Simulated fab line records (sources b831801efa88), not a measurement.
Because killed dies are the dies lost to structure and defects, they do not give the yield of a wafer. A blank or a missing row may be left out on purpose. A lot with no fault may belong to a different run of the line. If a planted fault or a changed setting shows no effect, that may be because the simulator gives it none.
Check for tools in common / flow gf180mcu / 13 lots and 39 wafers in the sample

== WHY IT WAS OPENED ==
Of 13 lots, 1 have the reading LVPWELL_TW flagged at GF_LVPWELL_TW_MEAS_11. Fault-free wafers read 560, with a standard deviation of 4.
Rule: a lot gets a flag if all its wafers with a number sit over 4 standard deviations from that mean, or if no wafer of it has a number. As for the other lots, they are considered sound.

lot=L695; measured=day 4 12:20; on=film_metro-02; LVPWELL_TW, wafer by wafer=562 560 563; flag=
lot=L696; measured=day 4 14:32; on=film_metro-01; LVPWELL_TW, wafer by wafer=558 555 556; flag=
lot=L700; measured=day 5 13:11; on=film_metro-02; LVPWELL_TW, wafer by wafer=563 561 560; flag=
lot=L701; measured=day 5 19:32; on=film_metro-01; LVPWELL_TW, wafer by wafer=557 555 558; flag=
lot=L702; measured=day 5 23:14; on=film_metro-02; LVPWELL_TW, wafer by wafer=560 562 563; flag=
lot=L703; measured=day 6 10:01; on=film_metro-03; LVPWELL_TW, wafer by wafer=569 565 569; flag=
lot=L704; measured=day 6 15:35; on=film_metro-01; LVPWELL_TW, wafer by wafer=559 558 553; flag=
lot=L705; measured=day 6 20:11; on=film_metro-01; LVPWELL_TW, wafer by wafer=556 556 555; flag=
lot=L706; measured=day 7 01:28; on=film_metro-01; LVPWELL_TW, wafer by wafer=557 562 560; flag=
lot=L707; measured=day 7 08:16; on=film_metro-01; LVPWELL_TW, wafer by wafer=561 560 558; flag=
lot=L710; measured=day 7 21:37; on=film_metro-01; LVPWELL_TW, wafer by wafer=556 561 559; flag=
lot=L711; measured=day 8 02:01; on=film_metro-01; LVPWELL_TW, wafer by wafer=402 405 402; flag=FLAGGED
lot=L716; measured=day 9 06:16; on=film_metro-02; LVPWELL_TW, wafer by wafer=564 569 564; flag=
The mean of the flagged lots' numbers is 403, -157 from the usual (-39 standard deviations).

== WHICH TOOL RAN EACH LOT ==
Before the reading, the record contains 2 process steps out of a 602-step route. Every cell lists first the tool, next ch and the chambers used by the sampled wafers, and last the start.
lot=L695; flag=; GF_NWELL_STRIP_10=plasma_asher-03 ch 0,1, day 3 22:25; GF_LVPWELL_STRIP_10=plasma_asher-04 ch 0,1, day 4 12:14
lot=L696; flag=; GF_NWELL_STRIP_10=plasma_asher-03 ch 0,1, day 4 00:52; GF_LVPWELL_STRIP_10=plasma_asher-02 ch 0,1, day 4 14:28
lot=L700; flag=; GF_NWELL_STRIP_10=plasma_asher-03 ch 0, day 4 22:10; GF_LVPWELL_STRIP_10=plasma_asher-03 ch 1, day 5 13:04
lot=L701; flag=; GF_NWELL_STRIP_10=plasma_asher-03 ch 0,1, day 5 04:28; GF_LVPWELL_STRIP_10=plasma_asher-03 ch 0,1, day 5 19:26
lot=L702; flag=; GF_NWELL_STRIP_10=plasma_asher-04 ch 0,1, day 5 08:37; GF_LVPWELL_STRIP_10=plasma_asher-03 ch 0,1, day 5 23:08
lot=L703; flag=; GF_NWELL_STRIP_10=plasma_asher-04 ch 0,1, day 5 18:46; GF_LVPWELL_STRIP_10=plasma_asher-03 ch 0,1, day 6 09:55
lot=L704; flag=; GF_NWELL_STRIP_10=plasma_asher-03 ch 0,1, day 6 00:32; GF_LVPWELL_STRIP_10=plasma_asher-02 ch 0,1, day 6 15:28
lot=L705; flag=; GF_NWELL_STRIP_10=plasma_asher-03 ch 0,1, day 6 04:43; GF_LVPWELL_STRIP_10=plasma_asher-03 ch 0,1, day 6 20:04
lot=L706; flag=; GF_NWELL_STRIP_10=plasma_asher-01 ch 0,1, day 6 09:22; GF_LVPWELL_STRIP_10=plasma_asher-04 ch 0,1, day 7 01:23
lot=L707; flag=; GF_NWELL_STRIP_10=plasma_asher-01 ch 0,1, day 6 16:07; GF_LVPWELL_STRIP_10=plasma_asher-04 ch 0,1, day 7 08:10
lot=L710; flag=; GF_NWELL_STRIP_10=plasma_asher-03 ch 0,1, day 7 05:30; GF_LVPWELL_STRIP_10=plasma_asher-03 ch 0,1, day 7 21:32
lot=L711; flag=FLAGGED; GF_NWELL_STRIP_10=plasma_asher-01 ch 0,1, day 7 09:05; GF_LVPWELL_STRIP_10=plasma_asher-04 ch 0,1, day 8 01:53
lot=L716; flag=; GF_NWELL_STRIP_10=plasma_asher-04 ch 0,1, day 8 13:13; GF_LVPWELL_STRIP_10=plasma_asher-04 ch 0,1, day 9 06:11
What the steps here do:
- GF_NWELL_STRIP_10: strips in O2/N2.
- GF_LVPWELL_STRIP_10: strips in O2/N2.
- GF_LVPWELL_TW_MEAS_11

== FLAGGED OVER TOTAL, TOOL BY TOOL (the gauges that took the reading come last) ==
step=GF_NWELL_STRIP_10; tool=plasma_asher-01; lots run=3; flagged=1; share of the flagged lots=all; sound lots run after its first flagged lot=0
step=GF_NWELL_STRIP_10; tool=plasma_asher-03; lots run=7; flagged=0; share of the flagged lots=none; sound lots run after its first flagged lot=-
step=GF_NWELL_STRIP_10; tool=plasma_asher-04; lots run=3; flagged=0; share of the flagged lots=none; sound lots run after its first flagged lot=-
step=GF_LVPWELL_STRIP_10; tool=plasma_asher-02; lots run=2; flagged=0; share of the flagged lots=none; sound lots run after its first flagged lot=-
step=GF_LVPWELL_STRIP_10; tool=plasma_asher-03; lots run=6; flagged=0; share of the flagged lots=none; sound lots run after its first flagged lot=-
step=GF_LVPWELL_STRIP_10; tool=plasma_asher-04; lots run=5; flagged=1; share of the flagged lots=all; sound lots run after its first flagged lot=1 (L716)
step=GF_LVPWELL_TW_MEAS_11; tool=film_metro-01; lots run=8; flagged=1; share of the flagged lots=all; sound lots run after its first flagged lot=0
step=GF_LVPWELL_TW_MEAS_11; tool=film_metro-02; lots run=4; flagged=0; share of the flagged lots=none; sound lots run after its first flagged lot=-
step=GF_LVPWELL_TW_MEAS_11; tool=film_metro-03; lots run=1; flagged=0; share of the flagged lots=none; sound lots run after its first flagged lot=-

== WHAT THE TABLE PERMITS ==
Every flagged lot was run by 3 rows of the table: plasma_asher-01 at GF_NWELL_STRIP_10, plasma_asher-04 at GF_LVPWELL_STRIP_10 and film_metro-01 at GF_LVPWELL_TW_MEAS_11.
- plasma_asher-01 at GF_NWELL_STRIP_10: 1 of its 3 lots flagged. Its last sound lot is L707 (day 6 16:07), its first flagged lot L711 (day 7 09:05): a fault that began between those two fits. Its own readings (oes_product_au) fall more than 4 standard deviations out on all wafers of the flagged lots.
- plasma_asher-04 at GF_LVPWELL_STRIP_10: 1 of its 5 lots flagged. Sound lots followed the first flagged one (L716) on it, something a lasting fault affecting the whole tool could not allow. Its own readings (strip_time_to_endpoint_s) fall more than 4 standard deviations out on all wafers of the flagged lots.
- film_metro-01 at GF_LVPWELL_TW_MEAS_11: 1 of its 8 lots flagged. Its last sound lot is L710 (day 7 21:37), its first flagged lot L711 (day 8 02:01): a fault that began between those two fits.
Because each of these 2 tools fits a fault that began at some hour, counting lots does not separate them. More lots, or a look at what each step does to the wafer, might.

== WHAT THE SIMULATOR PUT IN ==
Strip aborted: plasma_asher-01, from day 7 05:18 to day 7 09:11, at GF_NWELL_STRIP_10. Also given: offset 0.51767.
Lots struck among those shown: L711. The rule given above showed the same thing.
